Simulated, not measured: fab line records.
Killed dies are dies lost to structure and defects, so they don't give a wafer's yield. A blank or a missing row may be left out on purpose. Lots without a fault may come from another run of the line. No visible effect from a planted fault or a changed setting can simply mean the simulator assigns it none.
The same fault as seen by 2 desks -- flow gf180mcu -- what lay behind the numbers comes last; until then each desk has only its own

THE METROLOGY DESK
Lot by lot, what the gauges showed, no matter which tool ran the lot: averages of those sampled wafers that carry a number. Marked OUT: a lot whose mean sits more than 4 standard deviations from the usual mean, which makes it out of limits; the brackets give that distance.
Columns: A = NSD_RS at GF_PSD_RS_MEAS_14, usual 46.15 ohm/sq; B = PSD_RS at GF_PSD_RS_MEAS_15, usual 108.63 ohm/sq; C = V4_CVD_00_THK at GF_V4_THK_MEAS_01, usual 600 nm; D = V4_CVD_02_THK at GF_V4_THK_MEAS_03, usual 851 nm
lot,first seen here,A,B,C,D
L521,day 14 04:17,46.26,108.69,599,853
L522,day 14 10:09,46.16,108.90,593,853
L523,day 15 00:10,46.21,108.86,601,837
L527,day 16 09:58,46.32,109.41,593,853
L531,day 17 21:05,45.26 (-9.2) OUT,105.41 (-11) OUT,597,857
L533,day 18 13:39,45.34 (-8.4) OUT,105.19 (-11) OUT,600,843
L534,day 18 19:58,46.21,108.90,601,869
L539,day 20 23:45,46.21,108.69,603,856
L540,day 21 03:29,46.11,108.71,597,840
L541,day 21 07:05,46.22,108.55,597,847
L542,day 21 11:55,46.11,108.68,605,849
L543,day 22 01:13,46.12,108.31,596,852
L544,day 22 08:13,46.08,108.34,601,863
Finding of this desk: L531, L533 out of limits, first seen on L531 at day 17 21:05 (NSD_RS at GF_PSD_RS_MEAS_14). In limits: L521, L522, L523, L527, L534, L539, L540, L541, L542, L543, L544.

FOR THE TOOL OWNER'S DESK: rtp-anneal-01
The tool's own readings at GF_PSD_RTA_13 (time 20 s): means of the sampled wafers that have a number, for each lot that ran on this tool. Marked OUT: a lot whose mean sits more than 4 standard deviations from the usual mean, which makes it out of limits; the brackets give that distance.
Columns: A = lamp-power-pct at GF_PSD_RTA_13, usual 32.4 %; B = wafer_temp_C_max at GF_PSD_RTA_13, usual 1030
lot,first seen here,A,B
L522,day 14 10:04,33.3,1028
L523,day 15 00:05,33.3,1028
L531,day 17 20:59,33.9,1034
L533,day 18 13:34,33.8,1035
L543,day 22 01:08,33.3,1028
L544,day 22 08:07,33.3,1028
Finding of this desk: none of the 6 lots has anything out of limits.

PUT TOGETHER
At day 17 21:05 the metrology desk could have sounded an alarm, on L531, L533.
The tool owner's desk saw nothing out of limits.
The tool owner's desk has L531, L533 on record, within its limits.
Every lot named ran GF_PSD_RTA_13 on rtp-anneal-01.

WHAT HAD BEEN PUT IN BY THE SIMULATOR
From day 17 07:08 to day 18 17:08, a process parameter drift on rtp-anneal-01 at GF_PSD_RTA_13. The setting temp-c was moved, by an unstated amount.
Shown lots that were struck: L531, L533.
Time in hours between the start of the fault and the first out-of-limits reading at each desk: metrology desk, 14.
